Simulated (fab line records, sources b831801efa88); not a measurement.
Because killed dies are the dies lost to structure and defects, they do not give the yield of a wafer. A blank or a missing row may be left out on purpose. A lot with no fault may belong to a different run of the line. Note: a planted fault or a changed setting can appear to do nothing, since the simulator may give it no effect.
Which tool is to blame? || flow sky130 || Sampling: 14 lots, 42 wafers, 4 of 708 route steps

## WHAT THE GAUGES READ, wafer by wafer
SKY_VT_ADJUST_NCORE_TW_MEAS_11.
{"lot": "L769", "measured": "day 8 22:58", "on": "film_metro-02", "VT_ADJUST_NCORE_TW": "216.6 217.0 216.8"}
{"lot": "L770", "measured": "day 8 23:16", "on": "film_metro-03", "VT_ADJUST_NCORE_TW": "216.5 217.3 217.1"}
{"lot": "L773", "measured": "day 10 12:30", "on": "film_metro-01", "VT_ADJUST_NCORE_TW": "221.8 221.8 221.4"}
{"lot": "L774", "measured": "day 10 13:19", "on": "film_metro-02", "VT_ADJUST_NCORE_TW": "216.7 217.7 218.7"}
{"lot": "L772", "measured": "day 10 13:35", "on": "film_metro-01", "VT_ADJUST_NCORE_TW": "222.7 220.5 221.1"}
{"lot": "L775", "measured": "day 10 22:57", "on": "film_metro-03", "VT_ADJUST_NCORE_TW": "216.7 217.0 215.4"}
{"lot": "L776", "measured": "day 11 01:26", "on": "film_metro-03", "VT_ADJUST_NCORE_TW": "218.6 217.9 218.2"}
{"lot": "L777", "measured": "day 11 05:02", "on": "film_metro-01", "VT_ADJUST_NCORE_TW": "221.8 221.8 220.4"}
{"lot": "L780", "measured": "day 12 05:09", "on": "film_metro-01", "VT_ADJUST_NCORE_TW": "220.1 221.8 221.2"}
{"lot": "L781", "measured": "day 12 11:38", "on": "film_metro-02", "VT_ADJUST_NCORE_TW": "217.4 216.5 217.4"}
{"lot": "L788", "measured": "day 14 12:34", "on": "film_metro-02", "VT_ADJUST_NCORE_TW": "218.8 219.3 219.6"}
{"lot": "L789", "measured": "day 14 22:10", "on": "film_metro-02", "VT_ADJUST_NCORE_TW": "218.9 218.1 217.5"}
{"lot": "L790", "measured": "day 15 03:05", "on": "film_metro-03", "VT_ADJUST_NCORE_TW": "219.2 217.9 218.5"}
{"lot": "L791", "measured": "day 15 10:05", "on": "film_metro-03", "VT_ADJUST_NCORE_TW": "218.0 218.7 219.5"}

SKY_LDD_LDN_TW_MEAS_13.
{"lot": "L769", "measured": "day 23 03:57", "on": "film_metro-01", "LDD_LDN_TW": "1493 1491 1484"}
{"lot": "L770", "measured": "day 23 04:53", "on": "film_metro-01", "LDD_LDN_TW": "1485 1485 1490"}
{"lot": "L773", "measured": "day 25 11:52", "on": "film_metro-02", "LDD_LDN_TW": "1476 1475 1476"}
{"lot": "L774", "measured": "day 25 09:40", "on": "film_metro-01", "LDD_LDN_TW": "1493 1500 1485"}
{"lot": "L772", "measured": "day 25 16:50", "on": "film_metro-02", "LDD_LDN_TW": "1474 1476 1478"}
{"lot": "L775", "measured": "day 25 19:48", "on": "film_metro-02", "LDD_LDN_TW": "1472 1473 1477"}
{"lot": "L776", "measured": "day 26 02:29", "on": "film_metro-01", "LDD_LDN_TW": "1476 1488 1490"}
{"lot": "L777", "measured": "day 26 00:46", "on": "film_metro-03", "LDD_LDN_TW": "1467 1475 1464"}
{"lot": "L780", "measured": "day 27 09:25", "on": "film_metro-02", "LDD_LDN_TW": "1360 1356 1357"}
{"lot": "L781", "measured": "day 27 16:26", "on": "film_metro-02", "LDD_LDN_TW": "1367 1360 1359"}
{"lot": "L788", "measured": "day 29 16:01", "on": "film_metro-03", "LDD_LDN_TW": "1480 1471 1473"}
{"lot": "L789", "measured": "day 30 18:43", "on": "film_metro-01", "LDD_LDN_TW": "1486 1486 1488"}
{"lot": "L790", "measured": "day 30 19:19", "on": "film_metro-01", "LDD_LDN_TW": "1477 1484 1496"}
{"lot": "L791", "measured": "day 30 22:25", "on": "film_metro-01", "LDD_LDN_TW": "1488 1482 1494"}

SKY_LI_CONTACT_THK_MEAS_01.
{"lot": "L769", "measured": "day 28 05:17", "on": "film_metro-01", "LI_CONTACT_HDPCVD_THK (nm)": "940 922 920"}
{"lot": "L770", "measured": "day 28 05:34", "on": "film_metro-03", "LI_CONTACT_HDPCVD_THK (nm)": "913 923 925"}
{"lot": "L773", "measured": "day 30 11:16", "on": "film_metro-01", "LI_CONTACT_HDPCVD_THK (nm)": "925 939 933"}
{"lot": "L774", "measured": "day 30 09:14", "on": "film_metro-03", "LI_CONTACT_HDPCVD_THK (nm)": "929 923 918"}
{"lot": "L772", "measured": "day 30 13:34", "on": "film_metro-04", "LI_CONTACT_HDPCVD_THK (nm)": "926 931 927"}
{"lot": "L775", "measured": "day 30 17:18", "on": "film_metro-04", "LI_CONTACT_HDPCVD_THK (nm)": "935 917 917"}
{"lot": "L776", "measured": "day 31 00:49", "on": "film_metro-03", "LI_CONTACT_HDPCVD_THK (nm)": "923 915 921"}
{"lot": "L777", "measured": "day 30 23:17", "on": "film_metro-04", "LI_CONTACT_HDPCVD_THK (nm)": "918 908 923"}
{"lot": "L788", "measured": "day 34 13:37", "on": "film_metro-03", "LI_CONTACT_HDPCVD_THK (nm)": "924 933 927"}
{"lot": "L789", "measured": "day 35 10:34", "on": "film_metro-04", "LI_CONTACT_HDPCVD_THK (nm)": "916 924 915"}
{"lot": "L790", "measured": "day 35 10:59", "on": "film_metro-04", "LI_CONTACT_HDPCVD_THK (nm)": "920 914 914"}
{"lot": "L791", "measured": "day 35 11:55", "on": "film_metro-03", "LI_CONTACT_HDPCVD_THK (nm)": "925 916 920"}

## TOOL THAT RAN EACH LOT (tool first, then ch and the chambers of the sampled wafers, then the start)
{"lot": "L769", "SKY_LDD_LDN_IMPLANT_08": "implanter-03 ch 0, day 23 03:16"}
{"lot": "L770", "SKY_LDD_LDN_IMPLANT_08": "implanter-04 ch 0, day 23 04:10"}
{"lot": "L773", "SKY_LDD_LDN_IMPLANT_08": "implanter-01 ch 0, day 25 06:37"}
{"lot": "L774", "SKY_LDD_LDN_IMPLANT_08": "implanter-04 ch 0, day 25 08:58"}
{"lot": "L772", "SKY_LDD_LDN_IMPLANT_08": "implanter-04 ch 0, day 25 16:08"}
{"lot": "L775", "SKY_LDD_LDN_IMPLANT_08": "implanter-03 ch 0, day 25 19:07"}
{"lot": "L776", "SKY_LDD_LDN_IMPLANT_08": "implanter-03 ch 0, day 26 01:47"}
{"lot": "L777", "SKY_LDD_LDN_IMPLANT_08": "implanter-01 ch 0, day 26 00:04"}
{"lot": "L780", "SKY_LDD_LDN_IMPLANT_08": "implanter-04, day 27 08:44"}
{"lot": "L781", "SKY_LDD_LDN_IMPLANT_08": "implanter-01, day 27 15:44"}
{"lot": "L788", "SKY_LDD_LDN_IMPLANT_08": "implanter-04 ch 0, day 29 15:19"}
{"lot": "L789", "SKY_LDD_LDN_IMPLANT_08": "implanter-04 ch 0, day 30 18:02"}
{"lot": "L790", "SKY_LDD_LDN_IMPLANT_08": "implanter-01 ch 0, day 30 18:37"}
{"lot": "L791", "SKY_LDD_LDN_IMPLANT_08": "implanter-01 ch 0, day 30 21:44"}
- SKY_LDD_LDN_IMPLANT_08

## AS READ BY THE TOOLS THEMSELVES (means over the sampled wafers that have a number; for cases with no such wafer, the mark the record gives instead)
SKY_LDD_LDN_IMPLANT_08.
{"lot": "L769", "tool": "implanter-03", "beam_energy_keV": 15.002, "beam_on_s (s)": 10.08}
{"lot": "L770", "tool": "implanter-04", "beam_energy_keV": 15.000, "beam_on_s (s)": 10.02}
{"lot": "L773", "tool": "implanter-01", "beam_energy_keV": 14.998, "beam_on_s (s)": 9.98}
{"lot": "L774", "tool": "implanter-04", "beam_energy_keV": 15.001, "beam_on_s (s)": 10.05}
{"lot": "L772", "tool": "implanter-04", "beam_energy_keV": 14.998, "beam_on_s (s)": 10.05}
{"lot": "L775", "tool": "implanter-03", "beam_energy_keV": 15.005, "beam_on_s (s)": 9.97}
{"lot": "L776", "tool": "implanter-03", "beam_energy_keV": 15.002, "beam_on_s (s)": 9.94}
{"lot": "L777", "tool": "implanter-01", "beam_energy_keV": 15.001, "beam_on_s (s)": 9.85}
{"lot": "L780", "tool": "implanter-04", "beam_energy_keV": "-", "beam_on_s (s)": "-"}
{"lot": "L781", "tool": "implanter-01", "beam_energy_keV": "-", "beam_on_s (s)": "-"}
{"lot": "L788", "tool": "implanter-04", "beam_energy_keV": 14.995, "beam_on_s (s)": 9.94}
{"lot": "L789", "tool": "implanter-04", "beam_energy_keV": 14.995, "beam_on_s (s)": 9.72}
{"lot": "L790", "tool": "implanter-01", "beam_energy_keV": 14.998, "beam_on_s (s)": 9.99}
{"lot": "L791", "tool": "implanter-01", "beam_energy_keV": 15.003, "beam_on_s (s)": 10.11}

## THE ANSWER, worked out from the rows above alone
Rule: the lots themselves supply what counts as usual. Put in order of their means at a reading, lots are off if they are a third of the lots or fewer, leave a main group of 4 or more, and stand apart from it by a gap of 3 or more times the standard deviation of the main group's means; of several such gaps the widest counts. A main group is skipped when, at the precision printed for the reading in the tables above, its means are all equal. A lot without any number at a reading at which 4 lots or more have one is off too. The other lots that the step has rows for count as sound. First the gauges in route order, then the tools' own readings, where a lot's mean is used as printed above. The first step at which some lot is off is used, and at that step the reading that is off furthest; a lot without a number counts as furthest.
Off: at SKY_LDD_LDN_TW_MEAS_13 (LDD_LDN_TW), L780, L781. The main group has a mean of 1482 with a standard deviation of 7.3.
A tool fits if, at a process step before that reading, it ran every lot that is off, and no sound lot after the first of them. Not tried: the gauges at SKY_LDD_LDN_TW_MEAS_13; whatever is off there is also off at SKY_LDD_LDN_IMPLANT_08, on other tools, and gauge error can't account for it. No candidate that was tried fits.

## WHAT WAS PUT IN BY THE SIMULATOR
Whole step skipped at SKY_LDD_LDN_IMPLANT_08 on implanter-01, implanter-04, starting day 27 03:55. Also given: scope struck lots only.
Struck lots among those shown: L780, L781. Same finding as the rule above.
